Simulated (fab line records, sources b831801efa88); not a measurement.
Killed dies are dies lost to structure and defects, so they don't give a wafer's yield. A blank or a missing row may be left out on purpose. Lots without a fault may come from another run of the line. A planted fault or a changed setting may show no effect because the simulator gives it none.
A struck lot beside a sound one | flow sky130 | 27 steps out of a route of 708
Sound: wafers L414.2, L414.5, L414.6. Struck: wafers L410.1, L410.2, L410.4. The cause comes at the end.
At each step with rows: each side's tool, then ch and its chambers, then its first start. Under that, the readings that differ: sound wafers | struck wafers | difference of the means | sigmas: that difference in standard deviations of wafers without a fault.
alike: readings whose means differ by less than 2 such deviations, and words and numbers that are the same on both sides. not compared: withheld readings, readings that some wafer has no value for, bounds like >300 that may hide the same value, and numbers for which the record gives no deviation and whose values overlap.
The two part at a step that has a row with sigmas, a row that says differs or no value, or rows on one side only. Numbers that don't overlap but have no deviation are shown without sigmas and don't part them. A reading that every wafer of one side lacks parts them only if that side has two wafers or more.

SKY_VT_ADJUST_LVTN_STRIP_20: strips in O2/N2.
  sound on plasma_asher-03 ch 0,1, day 13 00:45; struck on plasma_asher-02 ch 0,1, day 12 06:11
  alike: chamber_pressure_mTorr, drypump_motor_current_A, oes_product_au, strip_time_to_endpoint_s
  not compared: rf_hours_counter_h
SKY_VT_ADJUST_LVTN_TW_MEAS_21:
  sound on film_metro-03, day 13 00:52; struck on film_metro-03, day 12 06:17
  alike: VT_ADJUST_LVTN_2_TW
then, 7 steps without rows for these wafers: SKY_VT_ADJUST_NCORE_DEHYDRATE_00 (time 60 s); SKY_VT_ADJUST_NCORE_HMDS_01 (prime time 60 s); SKY_VT_ADJUST_NCORE_COAT_02 (resist thk 1140 nm); SKY_VT_ADJUST_NCORE_SOFTBAKE_03 (time 60 s); SKY_VT_ADJUST_NCORE_EXPOSE_04 (exposes mask LVTN COMPLEMENT THIN, target cd 380 nm); SKY_VT_ADJUST_NCORE_PEB_05; SKY_VT_ADJUST_NCORE_DEVELOP_06 (develop time 60 s).
SKY_VT_ADJUST_NCORE_CD_MEAS_07: target cd 380 nm.
  sound on cd_sem-02, day 14 01:55; struck on cd_sem-02, day 13 07:17
  alike: cd_nm
SKY_VT_ADJUST_NCORE_OVL_MEAS_08:
  sound on overlay-01, day 14 02:01; struck on overlay-02, day 13 07:24
  reading                  | sound          | struck      | difference | sigmas
  VT_ADJUST_NCORE_OVL (nm) | -2.4 -1.6 -3.0 | 0.5 1.3 1.1 | +3.3       | +2
then, 1 step without rows for these wafers: SKY_VT_ADJUST_NCORE_IMPLANT_09.
SKY_VT_ADJUST_NCORE_STRIP_10: strips in O2/N2.
  sound on plasma_asher-02 ch 0,1, day 14 02:12; struck on plasma_asher-02 ch 0,1, day 13 07:35
  no value came back on the struck wafers for chamber_pressure_mTorr (mTorr), drypump_motor_current_A (A), oes_product_au (a.u.), strip_time_to_endpoint_s (s); on the sound wafers chamber_pressure_mTorr (mTorr) reads 1500.0 1499.4 1502.4
  reading                                              | sound | struck         | difference | sigmas
  model.NOVOLAK_of_VT_ADJUST_NCORE_COAT_02.thk_nm (nm) | 0 0 0 | 1144 1140 1141 | +1142      |
  not compared: rf_hours_counter_h
SKY_VT_ADJUST_NCORE_TW_MEAS_11:
  sound on film_metro-03, day 14 02:19; struck on film_metro-04, day 13 07:41
  reading            | sound       | struck      | difference | sigmas
  VT_ADJUST_NCORE_TW | 223 225 223 | 217 216 217 | -7         | -2
then, 7 steps without rows for these wafers: SKY_VT_ADJUST_HVTR_DEHYDRATE_00 (time 60 s); SKY_VT_ADJUST_HVTR_HMDS_01 (prime time 60 s); SKY_VT_ADJUST_HVTR_COAT_02 (resist thk 1140 nm); SKY_VT_ADJUST_HVTR_SOFTBAKE_03 (time 60 s); SKY_VT_ADJUST_HVTR_EXPOSE_04 (exposes mask HVTRM, target cd 380 nm); SKY_VT_ADJUST_HVTR_PEB_05; SKY_VT_ADJUST_HVTR_DEVELOP_06 (develop time 60 s).
SKY_VT_ADJUST_HVTR_CD_MEAS_07: target cd 380 nm.
  sound on cd_sem-02, day 15 04:24; struck on cd_sem-02, day 14 08:56
  alike: cd_nm
SKY_VT_ADJUST_HVTR_OVL_MEAS_08:
  sound on overlay-02, day 15 04:31; struck on overlay-01, day 14 09:03
  alike: VT_ADJUST_HVTR_OVL
then, 1 step without rows for these wafers: SKY_VT_ADJUST_HVTR_IMPLANT_09.
SKY_VT_ADJUST_HVTR_STRIP_10: strips in O2/N2.
  sound on plasma_asher-03 ch 0,1, day 15 04:41; struck on plasma_asher-01 ch 0,1, day 14 09:14
  reading                      | sound             | struck            | difference | sigmas
  strip_time_to_endpoint_s (s) | 14.18 14.20 14.17 | 31.33 31.24 31.29 | +17.10     | +99 or more
  alike: chamber_pressure_mTorr, drypump_motor_current_A, oes_product_au
  not compared: rf_hours_counter_h
SKY_VT_ADJUST_HVTR_TW_MEAS_11:
  sound on film_metro-03, day 15 04:48; struck on film_metro-01, day 14 09:20
  reading           | sound       | struck   | difference | sigmas
  VT_ADJUST_HVTR_TW | 214 214 215 | 30 30 30 | -184       | -58
then, 1 step without rows for these wafers: SKY_VT_ADJUST_PCH_DEHYDRATE_00 (time 60 s).

WHERE THEY PART
First at SKY_VT_ADJUST_NCORE_OVL_MEAS_08; last, within this record, at SKY_VT_ADJUST_HVTR_TW_MEAS_11.

WHY: what the simulator had put in
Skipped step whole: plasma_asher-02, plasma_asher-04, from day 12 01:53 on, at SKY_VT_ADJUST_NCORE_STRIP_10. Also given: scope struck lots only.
